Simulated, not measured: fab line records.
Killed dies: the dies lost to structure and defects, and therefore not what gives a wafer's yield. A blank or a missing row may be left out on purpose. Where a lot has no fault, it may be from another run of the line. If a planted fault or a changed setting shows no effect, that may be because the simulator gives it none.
Commonality check across tools	flow gf180mcu	Sample size 14 lots and 48 wafers

## WHY THIS WAS OPENED
2 of 14 lots carry a flag on the reading DNWELL_TW at GF_DNWELL_TW_MEAS_09. Wafers without a fault read 1350, standard deviation 12.
Rule: a lot gets a flag if all its wafers with a number sit over 4 standard deviations from that mean, or if no wafer of it has a number. As for the other lots, they are considered sound.

lot	measured	on	DNWELL_TW, wafer by wafer	flag
L399	day 2 21:37	film metro-04	1359 1367 1357	
L400	day 3 00:55	film metro-01	1359 1358 1341	
L402	day 3 10:25	film metro-03	1336 1338 1333	
L406	day 4 07:22	film metro-01	1361 1360 1355	
L410	day 5 05:39	film metro-03	1402 1410 1401 1406 1403 1408	FLAGGED
L411	day 5 08:58	film metro-01	1426 1428 1438 1426 1430 1428	FLAGGED
L412	day 5 17:43	film metro-01	1367 1368 1367	
L413	day 6 02:55	film metro-03	1329 1327 1333	
L414	day 6 03:10	film metro-04	1352 1352 1349	
L415	day 6 16:58	film metro-04	1345 1346 1352	
L417	day 7 03:23	film metro-01	1359 1366 1359	
L418	day 7 05:43	film metro-03	1345 1341 1345	
L419	day 7 11:49	film metro-03	1342 1334 1332	
L422	day 7 23:43	film metro-01	1358 1361 1362	
The numbers of the flagged lots are 1417 on average: +67 against the usual, or +6 standard deviations.

## EACH LOT AND THE TOOL IT RAN ON
The record holds 1 process step before the reading, out of a route of 602 steps. In each cell: the tool, then ch and the chambers that the sampled wafers went through, then the start.
lot	flag	GF_DNWELL_IMPLANT_07
L399		implanter-04 ch 0, day 2 21:22
L400		implanter-01 ch 0, day 3 00:41
L402		implanter-04 ch 0, day 3 10:11
L406		implanter-04 ch 0, day 4 07:07
L410	FLAGGED	implanter-04 ch 0, day 5 05:24
L411	FLAGGED	implanter-04 ch 0, day 5 08:43
L412		implanter-01 ch 0, day 5 17:30
L413		implanter-01 ch 0, day 6 02:41
L414		implanter-02 ch 0, day 6 02:56
L415		implanter-02 ch 0, day 6 16:43
L417		implanter-02 ch 0, day 7 03:10
L418		implanter-01 ch 0, day 7 05:29
L419		implanter-02 ch 0, day 7 11:34
L422		implanter-01 ch 0, day 7 23:29
What the steps here do:
- GF_DNWELL_IMPLANT_07
- GF_DNWELL_TW_MEAS_09

## FLAGGED OVER TOTAL, TOOL BY TOOL (the gauges that took the reading come last)
step	tool	lots run	flagged	share of the flagged lots	sound lots run after its first flagged lot
GF_DNWELL_IMPLANT_07	implanter-01	5	0	none	-
GF_DNWELL_IMPLANT_07	implanter-02	4	0	none	-
GF_DNWELL_IMPLANT_07	implanter-04	5	2	all	0
GF_DNWELL_TW_MEAS_09	film metro-01	6	1	some	3 (L412,L417,L422)
GF_DNWELL_TW_MEAS_09	film metro-03	5	1	some	3 (L413,L418,L419)
GF_DNWELL_TW_MEAS_09	film metro-04	3	0	none	-

## WHAT IS ALLOWED BY THE TABLE
In the table, 1 row covers all flagged lots: implanter-04 at GF_DNWELL_IMPLANT_07.
- implanter-04 at GF_DNWELL_IMPLANT_07 ran 5 lots, 2 of them flagged. It ran its last sound lot, L406, at day 4 07:07 and its first flagged lot, L410, at day 5 05:24: a fault with its onset between the two fits. Its own readings lie more than 4 standard deviations out on every wafer of the flagged lots: beam on s, end station pressure torr, faraday current uA.
What remains is a single tool, implanter-04 at GF_DNWELL_IMPLANT_07.

## WHAT THE SIMULATOR PUT IN
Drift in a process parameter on implanter-04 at GF_DNWELL_IMPLANT_07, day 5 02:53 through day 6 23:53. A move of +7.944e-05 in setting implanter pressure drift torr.
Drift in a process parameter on implanter-04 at GF_DNWELL_IMPLANT_07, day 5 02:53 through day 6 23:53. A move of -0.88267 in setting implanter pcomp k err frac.
Lots struck among those shown: L410, L411. The rule given above showed the same thing.
